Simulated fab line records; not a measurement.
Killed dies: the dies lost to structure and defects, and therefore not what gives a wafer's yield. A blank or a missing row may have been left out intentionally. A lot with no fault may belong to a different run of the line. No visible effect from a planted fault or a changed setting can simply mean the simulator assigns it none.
Comparing a struck lot with a sound one    flow sky130    25 steps out of a route of 708
Sound: these wafers, L541.1, L541.2, L541.5. Struck: wafer L544.3 (L544.1, L544.2, from the same lot, were not struck and are left out); the cause is given at the end.
At each step with rows: each side's tool, then ch and its chambers, then its first start. Under that, the readings that differ: sound wafers    struck wafers    difference of the means    sigmas: that difference in standard deviations of wafers without a fault.
alike: a reading whose means differ by less than 2 such deviations, as well as words and numbers matching on both sides. not compared: withheld readings; readings where some wafer has no value; bounds like >300 that might hide an equal value; numbers whose values overlap and for which the record gives no deviation.
A row with sigmas, a row that says differs or no value, or rows on one side alone: a step with any of these is where the two part. When numbers do not overlap yet have no deviation, they are printed without sigmas and do not part them. Lack of a reading on every wafer of one side parts them only where that side has two or more wafers.

SKY_VIA2_CMP_02: polishes SiO2.
  sound on cmp-01 ch 0,1,3, day 37 03:39; struck on cmp-02 ch 3, day 37 16:56
  alike: motor-current-A
SKY_VIA2_BOW_MEAS_03:
  sound: film-metro-01 at day 37 03:51; struck: film-metro-03 at day 37 17:14
  alike: VIA2_BOW
then, 8 steps without rows for these wafers: SKY_VIA2_DEHYDRATE_04 (time 60 s); SKY_VIA2_HMDS_05 (prime time 60 s); SKY_VIA2_COAT_06 (resist thk 60 nm); SKY_VIA2_COAT_07 (resist thk 450 nm); SKY_VIA2_SOFTBAKE_08 (time 90 s); SKY_VIA2_EXPOSE_09 (exposes mask VIM2, target cd 200 nm); SKY_VIA2_PEB_10; SKY_VIA2_DEVELOP_11 (develop time 60 s).
SKY_VIA2_CD_MEAS_12: the cd target is 200 nm.
  sound: cd-sem-02 at day 38 05:11; struck: cd-sem-01 at day 38 19:11
  alike: cd-nm
SKY_VIA2_OVL_MEAS_13:
  sound: overlay-01 at day 38 05:18; struck: overlay-02 at day 38 19:18
  alike: VIA2_OVL
SKY_VIA2_ETCH_14: etches BARC in N2/H2, stops on SiO2, time 45.9 s, target depth 60 nm.
  sound on rie-diel-02 ch 1,2,3, day 38 05:20; struck on rie-diel-01 ch 2, day 38 19:20
reading                                      sound                 struck  difference  sigmas
oes-product-au (a.u.)                        0.863 0.859 0.861     0.713   -0.148      -30
throttle-valve-pct (%)                       13.239 13.238 13.237  13.205  -0.033      -3
model.KrF-thick_of_VIA2_COAT_07.thk-nm (nm)  394.5 395.9 394.9     410.4   +15.3       
model.etch.depth-nm (nm)                     60.19 60.28 60.28     43.08   -17.17      
model.VIA2.cd-nm (nm)                        201.4 200.9 201.1     197     -4          
  alike: drypump-motor-current-A
  not compared: rf-hours-counter-h
SKY_VIA2_ETCH_15: etches SiO2 in C4F8/O2/Ar, stops on TiN, target depth 546 nm, time 84 s.
  sound on rie-diel-02 ch 1,2,3, day 38 05:23; struck on rie-diel-01 ch 2, day 38 19:23
reading                                      sound              struck  difference  sigmas
oes-product-au (a.u.)                        0.940 0.937 0.937  0.381   -0.557      -99 or more
model.KrF-thick_of_VIA2_COAT_07.thk-nm (nm)  282.3 286.1 284    302.1   +18.0       
  not compared: rf-hours-counter-h
SKY_VIA2_STRIP_16: strips in O2/N2.
  sound on plasma-asher-03 ch 0,1, day 38 05:26; struck on plasma-asher-01 ch 1, day 38 19:26
reading                       sound              struck  difference  sigmas
oes-product-au (a.u.)         0.399 0.394 0.397  0.408   +0.011      +3
strip-time-to-endpoint-s (s)  4.05 4.08 4.05     4.23    +0.17       +4
  alike: drypump-motor-current-A
  not compared: rf-hours-counter-h
then, 3 steps without rows for these wafers: SKY_VIA2_STRIP_17 (strips in post etch residue remover, time 1200 s); SKY_VIA2_CLEAN_18 (cleans in IPA, time 180 s); SKY_VIA2_CLEAN_19 (cleans in O3/DIW).
SKY_VIA2_SPUTTER_20: material TiN, target thk 20 nm, time 80 s.
  sound: pvd-sputter-04 at day 38 06:02; struck: pvd-sputter-01 at day 38 20:02
reading                 sound           struck  difference  sigmas
throttle-valve-pct (%)  30.1 30.8 31.3  28.3    -2.4        -3
  alike: cathode-dc-power-W
SKY_VIA2_CVD_21: deposits W, target thk 420 nm, time 126.4 s.
  sound on cvd-w-02 ch 0,1, day 38 06:06; struck on cvd-w-01 ch 0, day 38 20:05
  alike: heater-power-w
SKY_VIA2_CMP_24: polishes, stops on SiO2, t overpolish 20 s, target thk 0 nm.
  sound on cmp-01 ch 0,1, day 38 06:25; struck on cmp-02 ch 3, day 38 20:24
  alike: motor-current-A, overpolish-run-s, time-to-endpoint-s
SKY_METAL3_SPUTTER_00: material Ti, target thk 15 nm, time 10 s.
  the record holds rows for the sound wafers here (pvd-sputter-01, day 38 06:43) but none for the struck ones
SKY_METAL3_SPUTTER_01: material TiN, target thk 20 nm, time 16.7 s.
  the record holds rows for the sound wafers here (pvd-sputter-01, day 38 06:44) but none for the struck ones
SKY_METAL3_SPUTTER_02: material AlCu, target thk 735 nm, time 39.1 s.
  the record holds rows for the sound wafers here (pvd-sputter-01, day 38 06:46) but none for the struck ones
-- the record jumps here: 9 days lie between the struck wafers' starts before and after (it left off in module METAL3 and takes up again in module PAD_OPEN, whose first step shown is number 708 of the route) --
SKY_PAD_OPEN_PROBE_99:
  sound: prober-01 at day 47 08:01; struck: prober-02 at day 47 17:46
reading                                 sound  struck  difference  sigmas
model.etest.field-p.open                0 0 0  1       +1          
model.etest.nfet_05v0_nvt.open          0 0 0  1       +1          
model.etest.cap-poly-to-well.open       0 0 0  1       +1          
model.etest.pfet_01v8_mvt.open          0 0 0  1       +1          
model.etest.res-pdiff.open              0 0 0  1       +1          
model.etest.licon-poly.open             0 0 0  1       +1          
model.etest.sonos-baked.open            0 0 0  1       +1          
model.etest.nfet-g5v0d10v5.under-floor  0 0 0  1       +1          

WHERE THEY PART
Last at SKY_METAL3_SPUTTER_02 as far as this record goes, first at SKY_VIA2_ETCH_14.

WHY: what the simulator had put in
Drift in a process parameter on rie-diel-01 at SKY_VIA2_ETCH_14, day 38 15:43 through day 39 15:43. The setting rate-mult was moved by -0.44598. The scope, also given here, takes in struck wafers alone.
